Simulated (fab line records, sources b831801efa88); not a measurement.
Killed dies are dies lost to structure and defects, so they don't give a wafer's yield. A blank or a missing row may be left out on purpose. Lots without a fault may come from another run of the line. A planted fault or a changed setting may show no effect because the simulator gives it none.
fab line records | flow sky130
record lots=4 wafers=12 last_day=50
route steps=708 shown VIA3@593 METAL4@598 CAP2M@603 PAD_OPEN@708
lots that met no fault: from a run of the same line without faults
start_h: hours from the record's first day to the start of the lot's first wafer shown | wait_h: hours since the lot's step before | " the same as in the row above | L1.1+2: a row that stands for several wafers | - no value, or no start given | * or withheld: withheld | < > ~ a bound
route shown NAME@n: a module of which the file shows steps, and the number in the route of the first | usual: mean/standard deviation of fault-free wafers | same: alike in all rows | chamber/n: place in a boat | sites: the reading at each site | _std_site: their standard deviation | _edge_site: outer sites' mean less inner sites' | radius_mm: how far each site lies from the wafer's centre | mask NAME#n: copy n | behind: the tool/chamber that last shaped the wafer | hold: why the lot was held/for how many hours/how that ended | device: the transistor (n, p or np) that didn't switch | end of line: the same wafers' tests at the end of the route | a step without rows: its recipe alone | killed: dies lost to structure and defects at the first sort, not the wafer's yield | map: a wafer's dies, x killed, . not, _ none there
set.NAME: the setting as run; set.NAME@STEP: as run at that earlier step | model.NAME: the simulator's own value behind a step, which no gauge read
lots at some steps of the route; a table a step, a row a wafer
services: from which hour (start_h, from the record's first day; less than 0 if before it) a tool's chamber was out of use, for how many hours, and why
## steps
# step SKY_VIA3_SPUTTER_20
# recipe material=TiN target_thk_nm=20 chamber_pressure_pa=5 power_w=4000 time_s=80
# step SKY_VIA3_CVD_21
# recipe material=W target_thk_nm=390 time_s=117.31 temp_c=400 pressure_torr=40
# step SKY_VIA3_CMP_24
# recipe stop_on=SiO2 t_overpolish_s=20 down_force_psi=3.5 platen_rpm=60 target_thk_nm=0 pad_velocity_m_s=0.94248
# step SKY_METAL4_SPUTTER_00
# recipe material=Ti target_thk_nm=15 power_w=3000 time_s=10 chamber_pressure_pa=0.4
# step SKY_METAL4_SPUTTER_01
# recipe material=TiN target_thk_nm=20 power_w=6500 time_s=16.7 chamber_pressure_pa=0.4
# step SKY_METAL4_SPUTTER_02
# recipe material=AlCu target_thk_nm=735 power_w=10600 time_s=39.1 chamber_pressure_pa=0.4
# step SKY_METAL4_SPUTTER_03
# recipe material=Ti target_thk_nm=5 power_w=3000 time_s=3.3 chamber_pressure_pa=0.4
# step SKY_METAL4_SPUTTER_04
# recipe material=TiN target_thk_nm=70 power_w=6500 time_s=58.3 chamber_pressure_pa=0.4
# step SKY_CAP2M_CVD_00
# recipe material=SiO2 target_thk_nm=15.5 temp_c=400 time_s=withheld rf_w=450
# step SKY_CAP2M_SPUTTER_02
# recipe material=TiN target_thk_nm=200 temp_c=300 power_w=6500 time_s=166.7 chamber_pressure_pa=0.4
# usual cathode_dc_power_W=6500.1/1.3 throttle_valve_pct=30.5/0.96
# columns lot.wafer tool chamber start_h wait_h cathode_dc_power_W throttle_valve_pct model.TiN_of_CAP2M_SPUTTER_02.thk_nm
L306.1 pvd_sputter-02 - 1016.69 0.1 6500.6 30.5 200.9
L306.4 " - " " 6498.6 30.2 199.9
L306.5 " - " " 6500.7 30.2 201.4
L309.1 pvd_sputter-02 - 1034.63 0.1 5479.7 30.5 171.8
L309.4 " - " " 5474.4 30.1 173.2
L309.5 " - " " 5475.1 30.4 171.3
L310.3 pvd_sputter-02 - 1039.87 0.0 5478.2 30.5 171.8
L310.5 " - " " 5477.4 31.1 174.7
L310.6 " - " " 5475.9 30.0 172.8
L317.1 pvd_sputter-03 - 1079.93 0.1 6500.5 31.6 200.2
L317.5 " - " " 6503.4 31.9 200.2
L317.6 " - " " 6500.2 32.3 199.5
# step SKY_CAP2M_RS_MEAS_03
# recipe thk_meas_gauge=four-point-probe reads=TiN_of_CAP2M_SPUTTER_02
# usual CAP2M_TIN_RS=6.87/0.073
# columns lot.wafer tool chamber start_h wait_h hold CAP2M_TIN_RS[ohm/sq]
L306.1 film_metro-03 - 1016.80 0.1 - 6.87
L306.4 " - " " - 6.93
L306.5 " - " " - 6.87
L309.1 film_metro-01 - 1034.74 0.1 await_dispo/0.2h/release 8.06
L309.4 " - " " await_dispo/0.2h/release 7.99
L309.5 " - " " await_dispo/0.2h/release 8.11
L309.1 film_metro-01 - 1035.02 0.3 - 8.09
L309.4 " - " " - 7.99
L309.5 " - " " - 8.11
L310.3 film_metro-04 - 1040.02 0.1 await_dispo/0.2h/release 8.07
L310.5 " - " " await_dispo/0.2h/release 7.95
L310.6 " - " " await_dispo/0.2h/release 8.04
L310.3 film_metro-04 - 1040.31 0.3 - 8.07
L310.5 " - " " - 7.95
L310.6 " - " " - 8.04
L317.1 film_metro-04 - 1080.04 0.1 - 6.91
L317.5 " - " " - 6.92
L317.6 " - " " - 6.94
# step SKY_CAP2M_THK_MEAS_04
# recipe thk_meas_gauge=xrf reads=TiN_of_CAP2M_SPUTTER_02
# usual CAP2M_TIN_THK=201.6/2.3
# columns lot.wafer tool chamber start_h wait_h hold CAP2M_TIN_THK[nm]
L306.1 film_metro-03 - 1016.92 0.1 - 199.0
L306.4 " - " " - 198.8
L306.5 " - " " - 200.1
L309.1 film_metro-01 - 1037.84 2.8 await_dispo/0.2h/release 172.5
L309.4 " - " " await_dispo/0.2h/release 173.8
L309.5 " - " " await_dispo/0.2h/release 172.3
L309.1 film_metro-01 - 1038.06 0.2 - 172.6
L309.4 " - " " - 173.8
L309.5 " - " " - 172.3
L310.3 film_metro-04 - 1043.47 3.1 await_dispo/0.2h/release 171.9
L310.5 " - " " await_dispo/0.2h/release 174.5
L310.6 " - " " await_dispo/0.2h/release 173.3
L310.3 film_metro-04 - 1043.69 0.2 - 172.4
L310.5 " - " " - 174.5
L310.6 " - " " - 173.0
L317.1 film_metro-04 - 1080.16 0.1 - 200.1
L317.5 " - " " - 199.6
L317.6 " - " " - 199.5
# step SKY_CAP2M_HMDS_06
# recipe prime_time_s=60 prime_temp_c=120
# step SKY_CAP2M_COAT_07
# recipe resist=NOVOLAK spin_rpm=3000 resist_thk_nm=1140
# step SKY_CAP2M_SOFTBAKE_08
# recipe temp_c=90 time_s=60 resist=NOVOLAK
# step SKY_CAP2M_EXPOSE_09
# recipe mask_id=CAP2M na=0.6 source_shape=conventional sigma_outer=0.6 polarization=unpolarized target_cd_nm=1000 dose_mj=159
# step SKY_CAP2M_PEB_10
# recipe temp_c=withheld time_s=* resist=NOVOLAK
# step SKY_CAP2M_DEVELOP_11
# recipe resist=NOVOLAK developer=TMAH develop_time_s=60 dev_temp_c=23
# step SKY_CAP2M_METAL_ETCH_13
# recipe target_depth_nm=220 stop_on=SiO2 chemistry=Cl2/BCl3 target=TiN pressure_mtorr=10 icp_w=900 bias_w=48.5 Cl2_flow_sccm=60 bcl3_flow_sccm=30 time_s=62.9
# usual drypump_motor_current_A=5.6/0.48 oes_product_au=0.945/0.0076 throttle_valve_pct=21.900/0.01
# columns lot.wafer tool chamber start_h wait_h drypump_motor_current_A oes_product_au rf_hours_counter_h throttle_valve_pct
L306.1 rie_metal-03 1 1038.94 0.0 5.5 0.944 9 21.895
L306.4 " 0 " " 4.9 0.943 - 21.889
L306.5 " 0 " " 4.9 0.947 - 21.889
L309.1 rie_metal-03 0 1056.49 0.0 4.9 0.865 22 21.950
L309.4 " 1 " " 5.5 0.859 - 21.956
L309.5 " 1 " " 5.5 0.856 - 21.961
L310.3 rie_metal-02 0 1061.18 0.0 5.8 0.857 - 21.946
L310.5 " 0 " " 5.8 0.872 - 21.945
L310.6 " 1 " " 6.3 0.865 - 21.952
L317.1 rie_metal-02 1 1100.59 0.0 6.2 0.943 22 21.898
L317.5 " 1 " " 6.2 0.938 - 21.907
L317.6 " 1 " " 6.2 0.945 - 21.904
# step SKY_CAP2M_STRIP_14
# recipe chemistry=O2/N2 power_w=1400 pressure_mtorr=1500 platen_temp_c=withheld o2_flow_sccm=3000 n2_flow_sccm=300 overash_fraction=0.5
# step SKY_CAP2M_STRIP_15
# recipe chemistry=post_etch_residue_remover time_s=1200 temp_c=72.5
# step SKY_CAP2M_CLEAN_16
# recipe chemistry=IPA time_s=180 temp_c=25
# step SKY_CAP2M_CLEAN_17
# recipe chemistry=O3/DIW dry=n2_spin
# step SKY_METAL4_DEHYDRATE_05
# recipe temp_c=200 time_s=60
# step SKY_METAL4_HMDS_06
# recipe prime_time_s=60 prime_temp_c=120
# step SKY_METAL4_COAT_07
# recipe resist=BARC temp_c=withheld time_s=withheld spin_rpm=3000 resist_thk_nm=60
# step SKY_METAL4_COAT_08
# recipe resist=KrF-thick spin_rpm=3000 resist_thk_nm=1140
# step SKY_METAL4_SOFTBAKE_09
# recipe temp_c=100 time_s=90 resist=KrF-thick
# step SKY_METAL4_EXPOSE_10
# recipe mask_id=MM4 na=0.68 source_shape=annular sigma_inner=0.4 sigma_outer=0.8 target_cd_nm=300 dose_mj=28
# step SKY_METAL4_PEB_11
# recipe peb_temp_c=withheld peb_time_s=withheld resist=KrF-thick
# step SKY_METAL4_DEVELOP_12
# recipe develop_time_s=60 resist=KrF-thick dev_temp_c=21
# step SKY_METAL4_DESCUM_15
# recipe chemistry=O2 source_power_w=150 bias_power_w=0 pressure_mtorr=10 temp_c=40 time_s=8
# step SKY_METAL4_ETCH_16
# recipe chemistry=N2/H2 target=BARC ion_energy_ev=200 bias_w=100 pressure_mtorr=30 n2_flow_sccm=100 h2_flow_sccm=200 icp_w=500 stop_on=SiO2 time_s=88.2 target_depth_a=600
# step SKY_METAL4_ETCH_17
# recipe target=SiO2 stop_on=TiN chemistry=C4F8/O2/Ar source_w=1500 bias_w=1200 pressure_mtorr=40 c4f8_flow_sccm=withheld O2_flow_sccm=6 Ar_flow_sccm=300 time_s=3.9 target_depth_a=150
# step SKY_METAL4_METAL_ETCH_18
# recipe target_depth_a=8450 stop_on=SiO2 over_etch_frac=0.3 time_s=183.1 chemistry=Cl2/BCl3 resist_sidewall_deg=88 pressure_mtorr=10 icp_w=900 bias_w=48.5 Cl2_flow_sccm=60 bcl3_flow_sccm=30
# step SKY_METAL4_STRIP_20
# recipe chemistry=post_etch_residue_remover time_s=1200 temp_c=72.5
# columns lot.wafer tool chamber start_h wait_h model.TiN_of_CAP2M_SPUTTER_02.thk_nm
L306.1 wet_bench-03 1 1061.70 0.1 200.1
L306.4 " 1 " " 199
L306.5 " 1 " " 200.6
L309.1 wet_bench-03 0 1079.10 0.1 170.9
L309.4 " 0 " " 172.3
L309.5 " 0 " " 170.5
L310.3 wet_bench-04 2 1083.40 0.0 171
L310.5 " 2 " " 173.8
L310.6 " 2 " " 172
L317.1 wet_bench-02 1 1121.93 0.1 199.4
L317.5 " 1 " " 199.3
L317.6 " 1 " " 198.7
# step SKY_PAD_OPEN_PROBE_99
# usual defect_limited_yield=82.4/2 killed_at_M0_to_M3=44/6.8 killed_at_M4_up=3.4/2 killed_at_contacts=24/5.2 killed_at_front_end=15/5.2 killed_at_other=0.2/0.46 killed_dies=87/9.8 killed_open=47/7.5 killed_short=39/6.8 sort_bin_3_pad_short=0.8/0.37 sort_bin_5_function=10.5/1.5 sort_bin_6_memory=6.3/1.2 sort_n_pass=405/9.8 sort_yield_pct=82.4/2
# same gross_dies=492 killed_at_back_side=0 sort_bin_4_leakage[%]=0 sort_bin_8_speed[%]=0
# columns lot.wafer tool chamber start_h wait_h defect_limited_yield[%] killed_at_M0_to_M3 killed_at_M4_up killed_at_contacts killed_at_front_end killed_at_other killed_dies killed_open killed_short sort_bin_3_pad_short[%] sort_bin_5_function[%] sort_bin_6_memory[%] sort_n_pass sort_yield_pct[%] model.etest.cap_mim2.plate_ohm_sq model.etest.cap_mim2.bv_v model.etest.cap_mim2.leak_log10_a_cm2
L306.1 prober-01 - 1146.70 0.1 80.9 41 4 21 28 0 94 53 41 0.8 11.0 7.3 398 80.9 5.955 13.98 -8.92
L306.4 prober-01 - 1146.85 0.2 84.3 39 2 23 13 0 77 52 25 1.0 8.5 6.1 415 84.3 5.995 13.8 -9.09
L306.5 prober-01 - 1146.90 0.2 81.1 47 2 26 18 0 93 46 47 1.0 9.8 8.1 399 81.1 6.005 14.19 -8.886
L309.1 prober-01 - 1162.79 0.1 83.1 38 2 30 13 0 83 34 49 1.4 9.3 6.1 409 83.1 6.956 12.74 -8.658
L309.4 prober-01 - 1162.94 0.2 86.6 27 2 28 9 0 66 39 27 0.8 8.1 4.5 426 86.6 6.956 13.12 -8.66
L309.5 prober-01 - 1162.99 0.2 82.5 39 4 29 14 0 86 47 39 0.4 10.4 6.7 406 82.5 6.983 13.05 -8.649
L310.3 prober-02 - 1165.97 0.2 86.4 41 7 12 6 1 67 32 35 0.4 9.1 4.1 425 86.4 6.944 12.78 -8.379
L310.5 prober-02 - 1166.07 0.2 83.5 45 2 24 10 0 81 41 40 0.8 9.3 6.3 411 83.5 6.903 12.68 -8.458
L310.6 prober-02 - 1166.12 0.2 85.8 43 2 18 7 0 70 33 37 1.2 9.1 3.9 422 85.8 6.966 12.88 -8.608
L317.1 prober-01 - 1196.49 0.1 82.7 48 8 15 14 0 85 46 39 0.8 10.8 5.7 407 82.7 5.931 13.69 -8.785
L317.5 prober-01 - 1196.69 0.2 83.3 30 8 28 16 0 82 45 37 0.4 10.0 6.3 410 83.3 5.992 13.68 -9.126
L317.6 prober-01 - 1196.74 0.2 81.7 52 5 22 11 0 90 49 41 1.0 10.0 7.3 402 81.7 5.969 13.86 -8.814
# killed by level:class
L306.1 VIA1:geometric_particle:open=9 VIA3:geometric_particle:open=8 FIELD_ISO:geometric_particle:open=7 LI_CONTACT:geometric_particle:open=7 FIELD_ISO:geometric_particle:short=6 VIA2:geometric_particle:open=6 POLY_GATE:geometric_particle:open=5 LOCAL_INTERCONNECT:geometric_particle:short=5
L306.4 VIA1:geometric_particle:open=10 LI_CONTACT:geometric_particle:open=9 CONTACT:geometric_particle:open=9 VIA2:geometric_particle:open=8 VIA3:geometric_particle:short=4 FIELD_ISO:geometric_particle:short=3 FIELD_ISO:geometric_particle:open=3 METAL2:geometric_particle:open=3
L306.5 VIA2:geometric_particle:open=9 LI_CONTACT:geometric_particle:open=9 POLY_GATE:geometric_particle:short=7 CONTACT:geometric_particle:open=7 CONTACT:geometric_particle:short=6 VIA1:geometric_particle:open=6 VIA1:geometric_particle:short=5 METAL2:geometric_particle:short=5
L309.1 LI_CONTACT:geometric_particle:short=8 LOCAL_INTERCONNECT:geometric_particle:short=8 VIA1:geometric_particle:open=8 VIA1:geometric_particle:short=6 METAL2:geometric_particle:short=6 FIELD_ISO:geometric_particle:open=5 LI_CONTACT:geometric_particle:open=5 CONTACT:geometric_particle:open=5
L309.4 LI_CONTACT:geometric_particle:open=9 CONTACT:geometric_particle:open=8 VIA1:geometric_particle:open=8 CONTACT:geometric_particle:short=7 METAL1:geometric_particle:short=5 POLY_GATE:geometric_particle:open=4 VIA2:geometric_particle:open=4 METAL2:geometric_particle:short=3
L309.5 CONTACT:geometric_particle:open=14 VIA1:geometric_particle:open=11 VIA1:geometric_particle:short=7 LI_CONTACT:geometric_particle:open=6 VIA3:geometric_particle:open=5 CONTACT:geometric_particle:short=5 METAL3:geometric_particle:short=5 POLY_GATE:geometric_particle:short=3
L310.3 VIA1:geometric_particle:open=11 VIA1:geometric_particle:short=10 VIA3:geometric_particle:open=5 CONTACT:geometric_particle:short=4 LI_CONTACT:geometric_particle:open=4 METAL1:geometric_particle:short=4 VIA2:geometric_particle:open=4 METAL4:geometric_particle:short=4
L310.5 CONTACT:geometric_particle:open=12 VIA1:geometric_particle:short=9 VIA1:geometric_particle:open=8 METAL1:geometric_particle:short=7 METAL2:geometric_particle:short=6 VIA3:geometric_particle:open=6 FIELD_ISO:geometric_particle:short=3 LI_CONTACT:geometric_particle:open=3
L310.6 CONTACT:geometric_particle:open=9 VIA1:geometric_particle:short=8 VIA1:geometric_particle:open=8 METAL1:geometric_particle:short=7 VIA3:geometric_particle:open=5 VIA2:geometric_particle:short=4 METAL3:geometric_particle:short=4 LI_CONTACT:geometric_particle:open=3
L317.1 VIA3:geometric_particle:open=11 LI_CONTACT:geometric_particle:open=9 VIA1:geometric_particle:open=8 METAL1:geometric_particle:short=7 METAL4:geometric_particle:short=6 VIA1:geometric_particle:short=6 METAL3:geometric_particle:short=6 POLY_GATE:geometric_particle:open=4
L317.5 LI_CONTACT:geometric_particle:open=9 VIA1:geometric_particle:open=8 LOCAL_INTERCONNECT:geometric_particle:short=7 FIELD_ISO:geometric_particle:open=6 CONTACT:geometric_particle:open=6 VIA2:geometric_particle:open=5 METAL4:geometric_particle:short=5 CONTACT:geometric_particle:short=4
L317.6 VIA1:geometric_particle:open=11 CONTACT:geometric_particle:open=9 METAL2:geometric_particle:short=8 LI_CONTACT:geometric_particle:open=7 VIA3:geometric_particle:open=7 METAL1:geometric_particle:short=5 VIA2:geometric_particle:open=5 VIA1:geometric_particle:short=5
## services
# columns tool chamber start_h hours kind
rie_metal-02 - 1010.25 14.6 pm
pvd_sputter-03 - 1052.32 6.8 repair
pvd_sputter-02 2 1073.81 - consumable_replace:kit
pvd_sputter-02 2 1073.81 18.0 scheduled_down
pvd_sputter-02 2 1073.81 18.0 vent_cycle
pvd_sputter-03 - 1085.42 2.2 repair
rie_metal-02 0 1093.71 - clean
rie_metal-02 0 1093.71 23.3 scheduled_down
rie_metal-02 0 1093.71 23.3 vent_cycle
rie_metal-03 - 1096.68 0.3 repair
pvd_sputter-03 2 1098.38 - consumable_replace:kit
pvd_sputter-03 2 1098.38 18.0 scheduled_down
pvd_sputter-03 2 1098.38 18.0 vent_cycle
pvd_sputter-02 1 1114.93 - consumable_replace:kit
pvd_sputter-02 1 1114.93 18.0 scheduled_down
pvd_sputter-02 1 1114.93 18.0 vent_cycle
## key
first_sign step=SKY_CAP2M_SPUTTER_02 reading=cathode_dc_power_W direction=down sigmas=99+ usual=6500.1 struck=5476.8
effect step=SKY_CAP2M_RS_MEAS_03 reading=visit direction=added
effect step=SKY_CAP2M_RS_MEAS_03 reading=CAP2M_TIN_RS direction=up sigmas=16 usual=6.87 struck=8.04
effect step=SKY_CAP2M_THK_MEAS_04 reading=visit direction=added
effect step=SKY_CAP2M_THK_MEAS_04 reading=CAP2M_TIN_THK direction=down sigmas=13 usual=201.6 struck=173.0
effect step=SKY_CAP2M_METAL_ETCH_13 reading=oes_product_au direction=down sigmas=11 usual=0.945 struck=0.862
model_effect step=SKY_CAP2M_SPUTTER_02 value=TiN_of_CAP2M_SPUTTER_02.thk_nm without=204.1 struck=172.6
model_effect step=SKY_METAL4_STRIP_20 value=TiN_of_CAP2M_SPUTTER_02.thk_nm without=203.2 struck=171.8
model_effect step=SKY_PAD_OPEN_PROBE_99 value=etest.cap_mim2.plate_ohm_sq without=5.879 struck=6.951
met_at SKY_CAP2M_SPUTTER_02
struck_wafers L309.1,L309.4,L309.5,L310.3,L310.5,L310.6
onset_between 1016.69 1034.63
fault kind=process_parameter_drift tool=pvd_sputter-02 chamber=- onset_h=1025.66 steps=SKY_CAP2M_SPUTTER_02 channel=power_w offset=* shape=step end_h=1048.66 acts_in=* stated=*
